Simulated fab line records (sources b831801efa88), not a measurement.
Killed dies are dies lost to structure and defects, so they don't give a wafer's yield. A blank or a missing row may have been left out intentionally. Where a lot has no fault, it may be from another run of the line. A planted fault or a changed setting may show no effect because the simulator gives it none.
fab line records	flow sky130
[record] lots = 6	wafers = 18	last-day = 49
route steps=708 shown VIA1@474 METAL2@483 PAD_OPEN@708
lots that met no fault: from a run of the same line without faults
start-h: start of the lot's first displayed wafer, in hours after the record's first day	wait-h: time in hours since the lot's previous step	" identical to the entry in the row above	L1.1+2: several wafers, shown together as one row	- either no value or no given start	* or withheld: withheld	< > ~ a bound
route shown NAME@n: names a module that has steps shown in the file, with the first one's number in the route	usual: mean/standard deviation taken from wafers without a fault	same: alike in all rows	chamber/n: place in a boat	sites: each site's reading	_std_site: their standard deviation	_edge_site: inner sites' mean taken away from outer sites' mean	radius-mm: for every site, how far away it sits from the centre of the wafer	mask NAME#n: copy n	behind: tool/chamber where the wafer was last shaped	hold: reason for holding the lot/hours on hold/outcome of the hold	device: which transistor (n, p or np) failed to switch	end of line: the same wafers' tests at the end of the route	for a step that has no rows: nothing shown but its recipe	killed: dies lost to structure and defects at the first sort, not the wafer's yield	map: per-die view of a wafer (x killed, . not killed, _ where there is no die)
set.NAME: the setting the step ran with; set.NAME@STEP: the setting that earlier step ran with	model.NAME: the simulator's own value behind a step, which no gauge read
certain route steps with their lots: each step a table, each wafer a row
services: when a tool's chamber went out of use (start-h, in hours from the record's first day, below 0 if earlier), for how many hours, and the reason
[[steps]]
[step SKY_VIA1_STRIP_16]
[recipe] chemistry = O2/N2	power-w = 1400	pressure-mtorr = 1500	platen-temp-c = withheld	o2-flow-sccm = 3000	n2-flow-sccm = 300	overash-fraction = 0.5
[usual] drypump-motor-current-A = 5.9/0.41	oes-product-au = 0.416/0.0044	strip-time-to-endpoint-s = 4.469/0.023
lot.wafer	tool	chamber	start-h	wait-h	drypump-motor-current-A	oes-product-au	rf-hours-counter-h	strip-time-to-endpoint-s
L433.1	plasma-asher-04	1	787.89	0.0	5.5	0.414	4	4.473
L433.3	"	0	"	"	5.3	0.421	-	4.485
L433.5	"	0	"	"	5.3	0.417	-	4.493
L436.3	plasma-asher-02	0	819.88	0.1	5.9	0.422	-	4.442
L436.4	"	1	"	"	6.2	0.415	-	4.472
L436.5	"	0	"	"	5.9	0.413	-	4.435
L439.1	plasma-asher-02	1	846.14	0.0	6.2	0.416	103	4.438
L439.2	"	0	"	"	5.9	0.419	103	4.445
L439.6	"	1	"	"	6.2	0.420	-	4.432
L440.3	plasma-asher-04	0	852.34	0.1	5.3	0.413	-	4.458
L440.4	"	1	"	"	5.5	0.411	-	4.466
L440.6	"	1	"	"	5.5	0.417	-	4.444
L442.4	plasma-asher-02	1	867.55	0.1	6.2	0.422	-	4.470
L442.5	"	1	"	"	6.2	0.414	-	4.449
L442.6	"	0	"	"	5.9	0.421	-	4.450
L449.1	plasma-asher-02	0	918.69	0.0	5.9	0.421	111	4.473
L449.2	"	1	"	"	6.2	0.411	111	4.465
L449.3	"	1	"	"	6.2	0.411	-	4.463
[step SKY_VIA1_STRIP_17]
[recipe] chemistry = post-etch-residue-remover	time-s = 1200	temp-c = 72.5
[step SKY_VIA1_CLEAN_18]
[recipe] chemistry = IPA	time-s = 180	temp-c = 25
[step SKY_VIA1_CLEAN_19]
[recipe] chemistry = O3/DIW	dry = n2-spin
[step SKY_VIA1_SPUTTER_20]
[recipe] material = TiN	target-thk-nm = 20	chamber-pressure-pa = 5	power-w = 4000	time-s = 80
[usual] throttle-valve-pct = 30.4/0.66
lot.wafer	tool	chamber	start-h	wait-h	throttle-valve-pct
L433.1	pvd-sputter-04	-	788.49	0.0	29.3
L433.3	"	-	"	"	29.6
L433.5	"	-	"	"	31.0
L436.3	pvd-sputter-03	-	820.58	0.0	30.7
L436.4	"	-	"	"	30.7
L436.5	"	-	"	"	30.0
L439.1	pvd-sputter-01	-	846.76	0.0	29.2
L439.2	"	-	"	"	30.5
L439.6	"	-	"	"	30.7
L440.3	pvd-sputter-04	-	852.94	0.0	31.7
L440.4	"	-	"	"	29.2
L440.6	"	-	"	"	29.7
L442.4	pvd-sputter-04	-	868.11	0.0	31.7
L442.5	"	-	"	"	29.2
L442.6	"	-	"	"	29.8
L449.1	pvd-sputter-01	-	919.28	0.0	30.0
L449.2	"	-	"	"	29.2
L449.3	"	-	"	"	30.2
[step SKY_VIA1_CVD_21]
[recipe] material = W	target-thk-nm = 270	time-s = 80.902	temp-c = 400	pressure-torr = 40
[usual] heater-power-w = 903/110
lot.wafer	tool	chamber	start-h	wait-h	heater-power-w
L433.1	cvd-w-01	0	788.55	0.0	1000
L433.3	"	0	"	"	993
L433.5	"	1	"	"	764
L436.3	cvd-w-02	0	820.68	0.1	1004
L436.4	"	1	"	"	805
L436.5	"	1	"	"	808
L439.1	cvd-w-01	1	846.83	0.0	783
L439.2	"	0	"	"	978
L439.6	"	1	"	"	769
L440.3	cvd-w-01	0	853.03	0.1	987
L440.4	"	1	"	"	762
L440.6	"	1	"	"	756
L442.4	cvd-w-02	1	868.20	0.1	827
L442.5	"	1	"	"	819
L442.6	"	0	"	"	1004
L449.1	cvd-w-01	0	919.35	0.0	909
L449.2	"	1	"	"	716
L449.3	"	0	"	"	915
[step SKY_VIA1_RS_MEAS_22]
[recipe] thk-meas-gauge = four-point-probe	reads = W_of_VIA1_CVD_21+TiN_of_VIA1_SPUTTER_20
[usual] VIA1_W_RS = 0.426/0.0057
lot.wafer	tool	chamber	start-h	wait-h	VIA1_W_RS[ohm/sq]
L433.1	film-metro-03	-	788.65	0.1	0.413
L433.3	"	-	"	"	0.418
L433.5	"	-	"	"	0.427
L436.3	film-metro-04	-	820.78	0.1	0.434
L436.4	"	-	"	"	0.431
L436.5	"	-	"	"	0.430
L439.1	film-metro-03	-	846.92	0.1	0.427
L439.2	"	-	"	"	0.414
L439.6	"	-	"	"	0.426
L440.3	film-metro-04	-	853.13	0.1	0.421
L440.4	"	-	"	"	0.433
L440.6	"	-	"	"	0.430
L442.4	film-metro-03	-	868.33	0.1	0.428
L442.5	"	-	"	"	0.430
L442.6	"	-	"	"	0.434
L449.1	film-metro-02	-	919.44	0.1	0.423
L449.2	"	-	"	"	0.426
L449.3	"	-	"	"	0.418
[step SKY_VIA1_THK_MEAS_23]
[recipe] thk-meas-gauge = xrf	reads = W_of_VIA1_CVD_21
[usual] VIA1_W_THK = 268/4.2
lot.wafer	tool	chamber	start-h	wait-h	VIA1_W_THK[nm]
L433.1	film-metro-03	-	788.77	0.1	277
L433.3	"	-	"	"	272
L433.5	"	-	"	"	266
L436.3	film-metro-04	-	820.88	0.1	263
L436.4	"	-	"	"	265
L436.5	"	-	"	"	266
L439.1	film-metro-03	-	847.04	0.1	267
L439.2	"	-	"	"	277
L439.6	"	-	"	"	267
L440.3	film-metro-04	-	853.23	0.1	273
L440.4	"	-	"	"	266
L440.6	"	-	"	"	269
L442.4	film-metro-03	-	868.42	0.1	265
L442.5	"	-	"	"	263
L442.6	"	-	"	"	262
L449.1	film-metro-02	-	919.56	0.1	269
L449.2	"	-	"	"	268
L449.3	"	-	"	"	274
[step SKY_VIA1_CMP_24]
[recipe] stop-on = SiO2	t-overpolish-s = 15	down-force-psi = 3.5	platen-rpm = 60	target-thk-nm = 0	pad-velocity-m-s = 0.94248
[step SKY_METAL2_SPUTTER_00]
[recipe] material = Ti	target-thk-nm = 15	power-w = 3000	time-s = 10	chamber-pressure-pa = 0.4
[step SKY_METAL2_SPUTTER_01]
[recipe] material = TiN	target-thk-nm = 20	power-w = 6500	time-s = 16.7	chamber-pressure-pa = 0.4
[step SKY_METAL2_SPUTTER_02]
[recipe] material = AlCu	target-thk-nm = 250	power-w = 10600	time-s = 13.3	chamber-pressure-pa = 0.4
[usual] throttle-valve-pct = 30.0/0.64
lot.wafer	tool	chamber	start-h	wait-h	throttle-valve-pct
L433.1	pvd-sputter-01	-	789.17	0.0	30.6
L433.3	"	-	"	"	29.3
L433.5	"	-	"	"	30.5
L436.3	pvd-sputter-04	-	821.27	0.0	31.8
L436.4	"	-	"	"	31.1
L436.5	"	-	"	"	29.5
L439.1	pvd-sputter-04	-	847.45	0.0	29.4
L439.2	"	-	"	"	31.6
L439.6	"	-	"	"	29.3
L440.3	pvd-sputter-01	-	853.62	0.0	29.4
L440.4	"	-	"	"	30.0
L440.6	"	-	"	"	30.6
L442.4	pvd-sputter-01	-	868.79	0.0	29.9
L442.5	"	-	"	"	30.1
L442.6	"	-	"	"	30.2
L449.1	pvd-sputter-02	-	919.97	0.0	29.9
L449.2	"	-	"	"	29.7
L449.3	"	-	"	"	29.6
[step SKY_METAL2_SPUTTER_03]
[recipe] material = Ti	target-thk-nm = 5	power-w = 3000	time-s = 3.3	chamber-pressure-pa = 0.4
[usual] throttle-valve-pct = 30.0/0.67
lot.wafer	tool	chamber	start-h	wait-h	throttle-valve-pct	model.Ti_of_METAL2_SPUTTER_03.thk-nm
L433.1	pvd-sputter-01	-	789.20	0.0	30.6	4.969
L433.3	"	-	"	"	29.4	4.949
L433.5	"	-	"	"	30.6	5.036
L436.3	pvd-sputter-04	-	821.29	0.0	32.1	4.938
L436.4	"	-	"	"	30.8	4.887
L436.5	"	-	"	"	29.8	4.842
L439.1	pvd-sputter-04	-	847.47	0.0	29.6	4.767
L439.2	"	-	"	"	31.6	4.76
L439.6	"	-	"	"	29.1	4.779
L440.3	pvd-sputter-01	-	853.64	0.0	29.5	5.022
L440.4	"	-	"	"	29.9	4.447
L440.6	"	-	"	"	30.5	4.976
L442.4	pvd-sputter-01	-	868.82	0.0	29.5	4.416
L442.5	"	-	"	"	30.2	4.973
L442.6	"	-	"	"	30.0	5.055
L449.1	pvd-sputter-02	-	919.99	0.0	29.6	4.828
L449.2	"	-	"	"	29.8	4.843
L449.3	"	-	"	"	29.9	4.922
[step SKY_METAL2_SPUTTER_04]
[recipe] material = TiN	target-thk-nm = 70	power-w = 6500	time-s = 58.3	chamber-pressure-pa = 0.4
[usual] throttle-valve-pct = 30.0/0.67
lot.wafer	tool	chamber	start-h	wait-h	throttle-valve-pct
L433.1	pvd-sputter-01	-	789.22	0.0	30.6
L433.3	"	-	"	"	29.3
L433.5	"	-	"	"	30.4
L436.3	pvd-sputter-04	-	821.31	0.0	31.8
L436.4	"	-	"	"	31.1
L436.5	"	-	"	"	29.5
L439.1	pvd-sputter-04	-	847.49	0.0	29.2
L439.2	"	-	"	"	31.8
L439.6	"	-	"	"	29.2
L440.3	pvd-sputter-01	-	853.66	0.0	29.5
L440.4	"	-	"	"	30.1
L440.6	"	-	"	"	30.7
L442.4	pvd-sputter-01	-	868.84	0.0	30.0
L442.5	"	-	"	"	29.9
L442.6	"	-	"	"	30.2
L449.1	pvd-sputter-02	-	920.01	0.0	29.4
L449.2	"	-	"	"	29.6
L449.3	"	-	"	"	30.2
[step SKY_PAD_OPEN_PROBE_99]
[usual] defect-limited-yield = 82.2/1.9	killed_at_M0_to_M3 = 45/7.3	killed_at_M4_up = 3.1/1.7	killed-at-contacts = 25/5.1	killed-at-front-end = 15/4.5	killed-at-other = 0.3/0.56	killed-dies = 88/9.4	killed-open = 47/6.6	killed-short = 40/6.9	sort_bin_3_pad_short = 0.9/0.46	sort_bin_5_function = 10.5/1.5	sort_bin_6_memory = 6.4/1.1	sort-n-pass = 404/9.4	sort-yield-pct = 82.2/1.9
[same] gross-dies = 492	killed-at-back-side = 0	sort_bin_4_leakage[%] = 0	sort_bin_8_speed[%] = 0
lot.wafer	tool	chamber	start-h	wait-h	defect-limited-yield[%]	killed_at_M0_to_M3	killed_at_M4_up	killed-at-contacts	killed-at-front-end	killed-at-other	killed-dies	killed-open	killed-short	sort_bin_3_pad_short[%]	sort_bin_5_function[%]	sort_bin_6_memory[%]	sort-n-pass	sort-yield-pct[%]
L442.4	prober-01	-	1132.70	0.2	83.5	39	1	25	15	1	81	48	31	0.6	10.6	5.3	411	83.5
L442.5	prober-01	-	1132.75	0.2	84.6	42	3	17	14	0	76	43	33	1.2	9.8	4.5	416	84.6
L442.6	prober-01	-	1132.80	0.2	82.9	50	1	22	10	1	84	49	34	1.2	9.8	6.1	408	82.9
// killed by level:class
L442.4 CONTACT:geometric-particle:open=11 VIA1:geometric-particle:open=8 LI_CONTACT:geometric-particle:open=7 METAL1:geometric-particle:short=7 VIA2:geometric-particle:open=7 METAL3:geometric-particle:short=5 POLY_GATE:geometric-particle:open=4 VIA3:geometric-particle:open=4
L442.5 CONTACT:geometric-particle:open=8 VIA1:geometric-particle:open=8 VIA3:geometric-particle:open=7 POLY_GATE:geometric-particle:short=5 VIA2:geometric-particle:open=5 LI_CONTACT:geometric-particle:open=4 METAL1:geometric-particle:short=4 METAL2:geometric-particle:short=4
L442.6 VIA1:geometric-particle:open=11 LI_CONTACT:geometric-particle:open=10 VIA2:geometric-particle:open=10 VIA3:geometric-particle:open=6 METAL1:geometric-particle:short=5 VIA1:geometric-particle:short=5 POLY_GATE:geometric-particle:short=4 CONTACT:geometric-particle:open=4
[[services]]
tool	chamber	start-h	hours	kind
pvd-sputter-02	-	782.44	1.5	repair
pvd-sputter-01	-	802.57	3.0	repair
plasma-asher-02	-	823.26	0.6	repair
pvd-sputter-02	-	828.23	4.8	repair
pvd-sputter-01	-	829.93	3.7	repair
pvd-sputter-02	-	836.78	1.7	repair
pvd-sputter-02	-	838.46	6.8	repair
plasma-asher-02	-	872.13	4.0	repair
plasma-asher-04	-	876.47	6.3	repair
pvd-sputter-03	-	885.50	1.1	repair
cvd-w-01	-	904.00	14.0	pm
cvd-w-01	0	904.00	14.0	vent-cycle
cvd-w-01	1	904.00	14.0	vent-cycle
cvd-w-01	0	918.00	-	clean
cvd-w-01	1	918.00	-	clean
[[key]]
first-sign none at tools or gauges
[model-effect] step = SKY_METAL2_SPUTTER_03	value = Ti_of_METAL2_SPUTTER_03.thk-nm	without = 4.979	struck = 4.431
met-at SKY_METAL2_SPUTTER_03
struck-wafers L440.4,L442.4
onset-between 789.20 853.64
[fault] kind = process-parameter-drift	tool = pvd-sputter-01	chamber = -	onset-h = 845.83	steps = SKY_METAL2_SPUTTER_03	channel = time-s	offset = *	shape = step	end-h = 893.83	scope = struck-wafers-only	acts-in = *	stated = *
